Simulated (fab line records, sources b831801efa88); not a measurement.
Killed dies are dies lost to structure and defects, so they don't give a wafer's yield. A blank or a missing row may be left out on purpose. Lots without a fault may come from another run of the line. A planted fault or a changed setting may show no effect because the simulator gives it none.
One fault seen from 2 desks | flow sky130 | each desk has only its own numbers; what lay behind them comes last

THE METROLOGY DESK
What the gauges read, lot by lot, whatever tool the lot ran on: means of the sampled wafers that have a number. A lot is out of limits, marked OUT, if its mean lies more than 4 standard deviations from the usual mean; the brackets give that distance.
Columns: A = LI_CONTACT_OVL at SKY_LI_CONTACT_OVL_MEAS_13, usual 1 nm; B = LI_CONTACT_W_RS at SKY_LI_CONTACT_RS_MEAS_22, usual 0.284 ohm/sq; C = LI_CONTACT_W_THK at SKY_LI_CONTACT_THK_MEAS_23, usual 408 nm; D = LOCAL_INTERCONNECT_TIN_RS at SKY_LOCAL_INTERCONNECT_RS_MEAS_01, usual 14.20 ohm/sq; E = LOCAL_INTERCONNECT_TIN_THK at SKY_LOCAL_INTERCONNECT_THK_MEAS_02, usual 97.6 nm; F = cd_nm at SKY_LOCAL_INTERCONNECT_CD_MEAS_11, usual 170.5 nm; G = LOCAL_INTERCONNECT_OVL at SKY_LOCAL_INTERCONNECT_OVL_MEAS_12, usual -3 nm
lot  | first seen here | A  | B     | C   | D     | E    | F     | G
L724 | day 30 15:16    | -1 | 0.279 | 410 | 14.02 | 99.4 | 172.5 | 1
L729 | day 32 10:52    | -7 | 0.287 | 397 | 14.31 | 96.9 | 167.9 | 6
L738 | day 34 23:44    | 2  | 0.285 | 408 | 14.39 | 96.6 | 171.2 | -6
L739 | day 35 08:26    | 4  | 0.280 | 410 | 14.46 | 95.8 | 171.7 | -6
L741 | day 36 15:46    | 10 | 0.281 | 414 | 14.23 | 97.2 | 170.1 | -4
L743 | day 36 16:42    | -4 | 0.282 | 417 | 14.49 | 95.6 | 172.9 | -8
This desk's finding: nothing out of limits on any of the 6 lots.

THE TOOL OWNER'S DESK: pvd_sputter-03
The tool's own readings at SKY_LOCAL_INTERCONNECT_SPUTTER_00 (material TiN, target thk 100 nm, time 83.3 s): means of the sampled wafers that have a number, for each lot that ran on this tool. A lot is out of limits, marked OUT, if its mean lies more than 4 standard deviations from the usual mean; the brackets give that distance.
Columns: A = cathode_dc_power_W at SKY_LOCAL_INTERCONNECT_SPUTTER_00, usual 6499.9 W; B = throttle_valve_pct at SKY_LOCAL_INTERCONNECT_SPUTTER_00, usual 30.3 %
lot  | first seen here | A                        | B
L724 | day 30 16:28    | 6499.2                   | 29.8
L729 | day 32 12:05    | 6499.6                   | 31.0
L738 | day 35 00:56    | 6350.8 (-99 or more) OUT | 29.8
L739 | day 35 09:38    | 6348.5 (-99 or more) OUT | 29.9
This desk's finding: out of limits on L738, L739; first on L738, day 35 00:56 (cathode_dc_power_W at SKY_LOCAL_INTERCONNECT_SPUTTER_00). In limits: L724, L729.

PUT TOGETHER
The tool owner's desk could have raised an alarm at day 35 00:56, on L738, L739.
The metrology desk saw nothing out of limits.
The metrology desk has L738, L739 on record, within its limits.
Of the lots named, all ran SKY_LOCAL_INTERCONNECT_SPUTTER_00 on pvd_sputter-03.

WHAT THE SIMULATOR HAD PUT IN
Process parameter drift: pvd_sputter-03, from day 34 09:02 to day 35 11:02, at SKY_LOCAL_INTERCONNECT_SPUTTER_00. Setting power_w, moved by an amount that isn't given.
Lots struck among those shown: L738, L739.
Hours from the fault's start to each desk's first reading out of limits: the tool owner's desk, 16.
